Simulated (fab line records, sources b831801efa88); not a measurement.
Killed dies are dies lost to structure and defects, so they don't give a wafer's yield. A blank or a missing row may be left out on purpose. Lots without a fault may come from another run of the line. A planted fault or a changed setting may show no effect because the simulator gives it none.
A struck lot beside a sound one | flow sky130 | 28 steps out of a route of 708
Sound: wafers L394.2, L394.5, L394.6. Struck: wafers L399.2, L399.3, L399.5. The cause comes at the end.
At each step with rows: each side's tool, then ch and its chambers, then its first start. Under that, the readings that differ: sound wafers | struck wafers | difference of the means | sigmas: that difference in standard deviations of wafers without a fault.
alike: readings whose means differ by less than 2 such deviations, and words and numbers that are the same on both sides. not compared: withheld readings, readings that some wafer has no value for, bounds like >300 that may hide the same value, and numbers for which the record gives no deviation and whose values overlap.
The two part at a step that has a row with sigmas, a row that says differs or no value, or rows on one side only. Numbers that don't overlap but have no deviation are shown without sigmas and don't part them. A reading that every wafer of one side lacks parts them only if that side has two wafers or more.

first, 1 step without rows for these wafers: SKY_DNWELL_IMPLANT_07.
SKY_DNWELL_STRIP_08: strips in O2/N2.
  sound on plasma_asher-01 ch 0,1, day 3 18:23; struck on plasma_asher-02 ch 0,1, day 4 23:56
  alike: chamber_pressure_mTorr, drypump_motor_current_A, oes_product_au, strip_time_to_endpoint_s
  not compared: rf_hours_counter_h
SKY_DNWELL_TW_MEAS_09:
  sound on film_metro-04, day 3 18:30; struck on film_metro-04, day 5 00:03
  alike: DNWELL_TW
then, 7 steps without rows for these wafers: SKY_PWDE_DEHYDRATE_00 (time 60 s); SKY_PWDE_HMDS_01 (prime time 60 s); SKY_PWDE_COAT_02 (resist thk 3000 nm); SKY_PWDE_SOFTBAKE_03; SKY_PWDE_EXPOSE_04 (exposes mask PWDEM, target cd 840 nm); SKY_PWDE_PEB_05; SKY_PWDE_DEVELOP_06 (develop time 60 s).
SKY_PWDE_OVL_MEAS_07:
  sound on overlay-02, day 4 11:59; struck on overlay-01, day 5 18:00
  alike: PWDE_OVL
then, 1 step without rows for these wafers: SKY_PWDE_IMPLANT_08.
SKY_PWDE_STRIP_09: strips in O2/N2.
  sound on plasma_asher-01 ch 0,1, day 4 12:10; struck on plasma_asher-02 ch 0, day 5 18:11
  no value came back on the struck wafers for chamber_pressure_mTorr (mTorr), drypump_motor_current_A (A), oes_product_au (a.u.), strip_time_to_endpoint_s (s); on the sound wafers chamber_pressure_mTorr (mTorr) reads 1501.2 1499.4 1498.7
  reading                                | sound | struck         | difference | sigmas
  model.coat_of_PWDE_COAT_02.thk_nm (nm) | 0 0 0 | 2994 3011 3002 | +3002      |
  not compared: rf_hours_counter_h
SKY_PWDE_TW_MEAS_10:
  sound on film_metro-03, day 4 12:17; struck on film_metro-04, day 5 18:17
  alike: PWDE_TW
then, 7 steps without rows for these wafers: SKY_NWELL_DEHYDRATE_03 (time 60 s); SKY_NWELL_HMDS_04 (prime time 60 s); SKY_NWELL_COAT_05 (resist thk 3000 nm); SKY_NWELL_SOFTBAKE_06; SKY_NWELL_EXPOSE_07 (exposes mask NWM, target cd 840 nm); SKY_NWELL_PEB_08; SKY_NWELL_DEVELOP_09 (develop time 60 s).
SKY_NWELL_OVL_MEAS_10:
  sound on overlay-01, day 5 04:57; struck on overlay-01, day 6 13:23
  reading           | sound          | struck      | difference | sigmas
  NWELL_00_OVL (nm) | -1.0 -1.6 -0.9 | 2.9 0.7 1.8 | +3.0       | +2
then, 3 steps without rows for these wafers: SKY_NWELL_IMPLANT_11; SKY_NWELL_IMPLANT_12; SKY_NWELL_IMPLANT_13.
SKY_NWELL_STRIP_14: strips in O2/N2.
  sound on plasma_asher-01 ch 0,1, day 5 05:26; struck on plasma_asher-04 ch 0,1, day 6 13:52
  reading                      | sound             | struck            | difference | sigmas
  oes_product_au (a.u.)        | 0.716 0.717 0.724 | 0.746 0.742 0.732 | +0.021     | +4
  strip_time_to_endpoint_s (s) | 36.88 36.93 37.07 | 81.20 81.52 81.30 | +44.38     | +99 or more
  alike: chamber_pressure_mTorr, drypump_motor_current_A
  not compared: rf_hours_counter_h
SKY_NWELL_TW_MEAS_15:
  sound on film_metro-03, day 5 05:32; struck on film_metro-03, day 6 14:13
  reading  | sound          | struck   | difference | sigmas
  NWELL_TW | 1827 1833 1825 | 30 31 30 | -1798      | -99 or more
  not compared: hold
SKY_PAD_OPEN_PROBE_99:
  the record has rows for the sound wafers here (prober-01, day 46 15:11) and none for the struck ones

WHERE THEY PART
First at SKY_PWDE_STRIP_09; last, within this record, at SKY_PAD_OPEN_PROBE_99.

WHY: what the simulator had put in
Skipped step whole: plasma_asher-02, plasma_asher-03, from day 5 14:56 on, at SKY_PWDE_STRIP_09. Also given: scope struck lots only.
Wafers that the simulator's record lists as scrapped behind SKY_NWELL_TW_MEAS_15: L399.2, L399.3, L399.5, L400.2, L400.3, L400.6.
